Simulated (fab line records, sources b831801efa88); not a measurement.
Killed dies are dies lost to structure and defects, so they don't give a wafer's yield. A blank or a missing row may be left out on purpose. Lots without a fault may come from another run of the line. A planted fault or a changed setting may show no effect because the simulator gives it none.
Which tool did it? | flow sky130 | 11 lots, 33 wafers sampled, at 3 steps of a route of 708

WHAT THE GAUGES READ, wafer by wafer
SKY_METAL2_CD_MEAS_15: target cd 140 nm.
lot  | measured     | on        | cd_nm (nm)
L121 | day 35 04:51 | cd_sem-01 | 143.9 144.4 144.1
L123 | day 35 17:10 | cd_sem-01 | 139.9 140.9 140.8
L127 | day 38 01:08 | cd_sem-01 | 142.1 141.2 142.4
L132 | day 38 18:08 | cd_sem-02 | 137.8 139.4 138.5
L133 | day 38 22:25 | cd_sem-02 | 142.0 142.4 143.1
L134 | day 39 13:29 | cd_sem-02 | 140.4 139.5 139.0
L137 | day 40 01:34 | cd_sem-02 | 138.6 139.5 138.0
L139 | day 40 16:06 | cd_sem-02 | 139.9 139.4 139.2
L141 | day 41 09:41 | cd_sem-01 | 141.6 141.3 141.8
L142 | day 41 12:57 | cd_sem-02 | 142.6 142.0 142.0
L143 | day 41 19:37 | cd_sem-02 | 138.1 138.9 139.3

SKY_VIA2_CD_MEAS_12: target cd 200 nm.
lot  | measured     | on        | cd_nm (nm)
L121 | day 36 08:24 | cd_sem-02 | 200.7 201.9 200.5
L123 | day 36 20:55 | cd_sem-02 | 197.7 198.1 197.5
L127 | day 39 02:47 | cd_sem-02 | 198.8 199.5 199.1
L132 | day 39 17:01 | cd_sem-01 | 201.1 200.5 201.4
L133 | day 40 02:13 | cd_sem-01 | 200.7 198.6 199.6
L134 | day 40 18:28 | cd_sem-02 | 202.4 200.4 203.1
L137 | day 41 04:36 | cd_sem-01 | 199.5 199.5 199.4
L139 | day 41 17:45 | cd_sem-01 | 199.9 201.7 199.5
L141 | day 42 10:43 | cd_sem-02 | 201.4 199.8 199.0
L142 | day 42 14:09 | cd_sem-02 | 196.7 197.0 197.4
L143 | day 42 21:22 | cd_sem-02 | 198.3 199.2 198.8

WHICH TOOL RAN EACH LOT (tool, then ch and the chambers of the sampled wafers, then the start)
lot  | SKY_METAL2_ETCH_18
L121 | rie_metal-03 ch 0, day 35 05:02
L123 | rie_metal-04 ch 0,1, day 35 17:20
L127 | rie_metal-04 ch 0,1, day 38 01:20
L132 | rie_metal-01 ch 0,1, day 38 18:20
L133 | rie_metal-01 ch 0,1, day 38 22:37
L134 | rie_metal-04 ch 0,1, day 39 13:41
L137 | rie_metal-01 ch 0,1, day 40 01:46
L139 | rie_metal-03 ch 0,1, day 40 16:17
L141 | rie_metal-04 ch 0,1, day 41 09:52
L142 | rie_metal-03 ch 0,1, day 41 13:08
L143 | rie_metal-03 ch 0,1, day 41 19:47
- SKY_METAL2_ETCH_18: etches BARC in N2/H2, stops on SiO2, time 45.9 s, target depth 60 nm.

WHAT THE TOOLS THEMSELVES READ (means of the sampled wafers that have a number; where no wafer has one, the mark that the record gives instead)
SKY_METAL2_ETCH_18.
lot  | tool         | drypump_motor_current_A (A) | oes_product_au (a.u.) | throttle_valve_pct (%)
L121 | rie_metal-03 | 5.52                        | 0.853                 | 13.224
L123 | rie_metal-04 | 5.91                        | 0.857                 | 13.222
L127 | rie_metal-04 | 5.90                        | 0.848                 | 13.232
L132 | rie_metal-01 | 5.77                        | 0.853                 | 13.218
L133 | rie_metal-01 | 5.89                        | 0.853                 | 13.233
L134 | rie_metal-04 | 5.85                        | 0.858                 | 13.215
L137 | rie_metal-01 | 5.86                        | 0.854                 | 13.221
L139 | rie_metal-03 | 5.34                        | 0.857                 | 13.227
L141 | rie_metal-04 | 5.90                        | 0.854                 | 13.224
L142 | rie_metal-03 | 5.35                        | 0.851                 | 13.228
L143 | rie_metal-03 | 5.40                        | 0.853                 | 13.223

THE ANSWER, worked out from the rows above alone
Rule: what is usual is taken from the lots themselves. Put in order of their means at a reading, lots are off if they are a third of the lots or fewer, leave a main group of 4 or more, and stand apart from it by a gap of 3 or more times the standard deviation of the main group's means; of several such gaps the widest counts. A main group whose means are all the same, to the digits that the tables above print for the reading, isn't used. A lot without any number at a reading at which 4 lots or more have one is off too. The other lots that the step has rows for count as sound. The gauges are gone through in route order, then the tools' own readings, and for those a lot's mean is taken as printed above. The first step at which some lot is off is used, and at that step the reading that is off furthest; a lot without a number counts as furthest.
No lot is off at any reading shown: from this, nothing can be told.

WHAT THE SIMULATOR HAD PUT IN
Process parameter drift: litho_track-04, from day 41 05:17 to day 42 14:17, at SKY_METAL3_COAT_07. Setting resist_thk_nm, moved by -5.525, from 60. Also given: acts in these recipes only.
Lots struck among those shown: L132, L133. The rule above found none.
